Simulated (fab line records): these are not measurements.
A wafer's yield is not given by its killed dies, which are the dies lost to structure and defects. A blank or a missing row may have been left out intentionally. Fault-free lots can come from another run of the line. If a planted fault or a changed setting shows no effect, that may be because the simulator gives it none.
A lot that was struck, set against a sound lot    flow gf180mcu    16 out of 602 route steps
Sound: these wafers, L770.2, L770.4, L770.6. The struck wafers were L767.2, L767.4, L767.6. The cause is named last.
Order at every step that has rows: each side's tool, ch and its chambers, its first start. Under that, the readings that differ: sound wafers    struck wafers    difference of the means    sigmas: that difference in standard deviations of wafers without a fault.
alike: readings with means less than 2 such deviations apart, plus words and numbers identical on both sides. not compared: withheld readings, readings lacking a value on some wafer, bounds such as >300 that could conceal the same value, and numbers that have no deviation in the record and whose values overlap.
A row with sigmas, a row that says differs or no value, or rows on one side alone: a step with any of these is where the two part. Non-overlapping numbers with no deviation appear without sigmas and do not part them. A reading that every wafer of one side lacks parts them only if that side has two wafers or more.

GF_M4_SPUTTER_04: material TiN, target thk 50 nm, time 41.7 s.
  sound on pvd sputter-03 at day 28 09:19; struck on pvd sputter-04 at day 27 07:38
  alike: chamber pressure pa, throttle valve pct
GF_M4_RS_MEAS_05: measurement is done with a four-point probe.
  sound on film metro-04 at day 28 09:23; struck on film metro-02 at day 27 07:41
  alike: M4_ALCU_RS
GF_M4_THK_MEAS_06: measures by xrf.
  sound on film metro-04 at day 28 09:29; struck on film metro-02 at day 27 07:48
  alike: M4_ALCU_THK
then, 3 steps without rows for these wafers: GF_M4_DEHYDRATE_07 (time 60 s); GF_M4_HMDS_08 (prime time 60 s); GF_M4_COAT_09 (resist thk 1000 nm).
GF_M4_SOFTBAKE_10: time 60.87 s.
  sound on litho track-04 ch 0, day 28 19:17; struck on litho track-01 ch 0, day 27 16:30
  alike: plate sensor t centre C, plate sensor t edge C
then, 3 steps without rows for these wafers: GF_M4_EXPOSE_11 (exposes mask Metal4, target cd 280 nm); GF_M4_PEB_12 (peb time 90 s); GF_M4_DEVELOP_13 (develop time 60 s).
GF_M4_CD_MEAS_14: target cd 280 nm.
  sound on cd sem-01 at day 29 04:32; struck on cd sem-01 at day 28 02:59
  alike: cd nm
GF_M4_OVL_MEAS_15:
  sound on overlay-02 at day 29 04:38; struck on overlay-01 at day 28 03:06
reading      sound    struck       difference  sigmas
M4_OVL (nm)  10 -3 4  -13 -13 -12  -16         -2
GF_M4_METAL_ETCH_16: etches the open film in Cl2/BCl3, stops on SiO2, target depth 627.5 nm, time 104.6 s.
  sound on rie metal-03 ch 0,1, day 29 04:40; struck on rie metal-04 ch 0, day 28 03:10
reading                              sound              struck             difference  sigmas
rf fwd power W (W)                   795.2 793.9 788.7  925.4 924.9 921.8  +131.4      +44
model.KrF_of_M4_COAT_09.thk nm (nm)  741 740.6 741.4    698.9 702.3 701.6  -40.1       
  alike: drypump motor current A, oes product au, throttle valve pct
  not compared: rf hours counter h
GF_M4_STRIP_17: strips in O2/N2.
  sound on plasma asher-03 ch 0,1, day 29 04:47; struck on plasma asher-03 ch 0,1, day 28 03:21
reading                       sound              struck             difference  sigmas
oes product au (a.u.)         0.564 0.572 0.566  0.548 0.544 0.548  -0.021      -5
strip time to endpoint s (s)  7.94 7.92 7.94     7.51 7.58 7.55     -0.39       -11
  alike: drypump motor current A, heater power w
  not compared: rf hours counter h
then, 1 step without rows for these wafers: GF_M4_STRIP_18 (strips in post etch residue remover, time 1200 s).
-- the record jumps here: 5 days lie between the struck wafers' starts before and after (it left off in module M4 and takes up again in module PASSIVATION, whose first step shown is number 602 of the route) --
GF_PASSIVATION_PROBE_99:
  record: rows for the struck wafers here (prober-01, day 32 23:49), none for the sound ones

## WHERE THEY PART
At GF_M4_OVL_MEAS_15 first; at GF_PASSIVATION_PROBE_99 last (within this record only).

WHY: whatever the simulator had introduced
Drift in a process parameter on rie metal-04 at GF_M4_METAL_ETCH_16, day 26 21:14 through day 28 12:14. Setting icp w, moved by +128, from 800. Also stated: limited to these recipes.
